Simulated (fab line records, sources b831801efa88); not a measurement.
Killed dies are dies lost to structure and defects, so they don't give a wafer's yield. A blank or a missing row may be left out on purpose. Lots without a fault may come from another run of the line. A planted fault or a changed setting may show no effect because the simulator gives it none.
Which tool did it? | flow sky130 | 11 lots, 33 wafers sampled, at 2 steps of a route of 708

WHAT THE GAUGES READ, wafer by wafer
SKY_VIA3_RS_MEAS_22: measures by four-point-probe.
lot  | measured     | on            | VIA3_W_RS (ohm/sq)
L987 | day 39 20:34 | film_metro-03 | 0.294 0.293 0.294
L988 | day 39 23:47 | film_metro-04 | 0.296 0.298 0.300
L989 | day 40 12:47 | film_metro-03 | 0.285 0.295 0.296
L991 | day 41 21:19 | film_metro-03 | 0.297 0.288 0.293
L990 | day 41 22:38 | film_metro-04 | 0.290 0.295 0.294
L103 | day 44 12:09 | film_metro-01 | 0.299 0.297 0.298
L104 | day 44 18:47 | film_metro-03 | 0.298 0.296 0.295
L106 | day 45 07:23 | film_metro-01 | 0.287 0.291 0.300
L107 | day 45 23:10 | film_metro-04 | 0.297 0.294 0.296
L108 | day 46 00:31 | film_metro-03 | 0.288 0.301 0.290
L109 | day 46 01:17 | film_metro-04 | 0.288 0.293 0.296

WHICH TOOL RAN EACH LOT (tool, then ch and the chambers of the sampled wafers, then the start)
lot  | SKY_VIA3_SPUTTER_20
L987 | pvd_sputter-03, day 39 20:22
L988 | pvd_sputter-01, day 39 23:35
L989 | pvd_sputter-03, day 40 12:35
L991 | pvd_sputter-01, day 41 21:05
L990 | pvd_sputter-04, day 41 22:28
L103 | pvd_sputter-04, day 44 11:58
L104 | pvd_sputter-03, day 44 18:32
L106 | pvd_sputter-04, day 45 07:13
L107 | pvd_sputter-04, day 45 22:58
L108 | pvd_sputter-04, day 46 00:20
L109 | pvd_sputter-03, day 46 01:04
- SKY_VIA3_SPUTTER_20: material TiN, target thk 20 nm, time 80 s.

THE ANSWER, worked out from the rows above alone
Rule: what is usual is taken from the lots themselves. Put in order of their means at a reading, lots are off if they are a third of the lots or fewer, leave a main group of 4 or more, and stand apart from it by a gap of 3 or more times the standard deviation of the main group's means; of several such gaps the widest counts. A main group whose means are all the same, to the digits that the tables above print for the reading, isn't used. A lot without any number at a reading at which 4 lots or more have one is off too. The other lots that the step has rows for count as sound.
No lot is off at any reading shown: from this, nothing can be told.

WHAT THE SIMULATOR HAD PUT IN
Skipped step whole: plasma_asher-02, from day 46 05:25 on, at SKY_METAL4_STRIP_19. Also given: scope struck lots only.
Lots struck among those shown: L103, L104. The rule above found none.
